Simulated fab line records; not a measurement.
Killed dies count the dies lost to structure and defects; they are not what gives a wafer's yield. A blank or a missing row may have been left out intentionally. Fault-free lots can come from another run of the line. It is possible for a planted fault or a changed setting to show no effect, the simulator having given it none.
Code-filled problem report in 8D (eight disciplines) form    flow sky130    the parts of the form that need people (team, actions taken, sign-off) are left out

1. WHAT WENT WRONG
NWELL_RS at SKY_NWELL_RS_MEAS_29 reads a mean of 639.0 ohm/sq on 9 wafers of 3 lots; wafers without a fault read 624.9 ohm/sq with a standard deviation of 1.3. Relative to the usual mean, that is a shift of +11 standard deviations.
The step: measures by four-point-probe.
Seen first at day 7 14:09 on film_metro-03, wafer L109.1. At this step, 45 wafers from 15 lots have a number in the record. The rule behind "out" and "out of limits": a value lying over 4 standard deviations away from the usual mean. The rest of the wafers with a number are treated as sound.

2. WHAT IT IS, AND WHAT IT ISN'T
question                     is                            is not
which readings at this step  NWELL_RS                      -
which lots                   L109, L111, L112              L100, L101, L102, L105, L110, L113, L114, L115, L116, L117, L120, L123
which wafers of those lots   all that have a number        -
read on which gauges         film_metro-03, film_metro-04  film_metro-02
when                         from day 7 14:09              up to then (12 sound wafers); but 24 sound wafers of L110, L113, L114, L115, L116, L117, L120, L123 came after

3. THE SUSPECTS, EACH WITH WHAT RULES IT OUT
Counting: a tool stays on the suspect list if, at a process step up to the reading, it processed all lots that are out and no sound lot following the first of them.
- the gauge at SKY_NWELL_RS_MEAS_29 is ruled out. Those wafers that are out were read across 2 gauges (film_metro-03, film_metro-04).
- implanter-03 at SKY_NWELL_IMPLANT_12: kept. All lots that are out passed through it, beginning with L109 at day 6 18:11, and no sound lot followed; its final sound lot before that point was L102 at day 5 00:12. Its own dose_ions_cm2, faraday_current_uA readings are out on those wafers.
Remaining after the count: implanter-03 at SKY_NWELL_IMPLANT_12.

4. THE CAUSE (what the simulator had put in)
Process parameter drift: implanter-03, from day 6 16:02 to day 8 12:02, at SKY_NWELL_IMPLANT_12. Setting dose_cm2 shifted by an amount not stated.
Counting left only this tool.

5. THE CHAIN OF EFFECTS, in route order
Each row: a reading whose mean over the struck wafers that have a number lies more than 3 standard deviations from the usual. Only readings whose record carries a usual standard deviation are examined. hours: median over the lots of the time between each lot's start at the first step of this table that gives one and its start at this step. sigmas: the change, counted in usual standard deviations.
hours  step                  reading             usual         on struck wafers  change    sigmas
0      SKY_NWELL_IMPLANT_12  dose_ions_cm2       1.3e+12       8.2e+11           -4.8e+11  -99 or more
0      SKY_NWELL_IMPLANT_12  faraday_current_uA  7.34          4.61              -2.73     -17
21     SKY_NWELL_RS_MEAS_29  NWELL_RS            624.9 ohm/sq  639.0             +14.1     +11
Process steps it contains:
- SKY_NWELL_IMPLANT_12
Later steps that measure or inspect, where all struck wafers having a row at the step show a number for every such reading and not one has moved that far: SKY_SONOS_ONO_THK_MEAS_03.

6. HOW IT WOULD HAVE BEEN CAUGHT EARLIER
In this record the first reading out of limits at a measuring or inspecting step was taken at day 7 14:09, 22 hours after the fault began at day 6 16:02.
The tool's own readings at SKY_NWELL_IMPLANT_12 were out on every struck wafer that the step has a row for (dose_ions_cm2, faraday_current_uA): an alarm limit on them would have fired on the first of those.
The start of SKY_NWELL_IMPLANT_12 on implanter-03 came by day 7 14:09 for every one of the lots that are out (3). Holding the tool at that point would not have protected any of them.
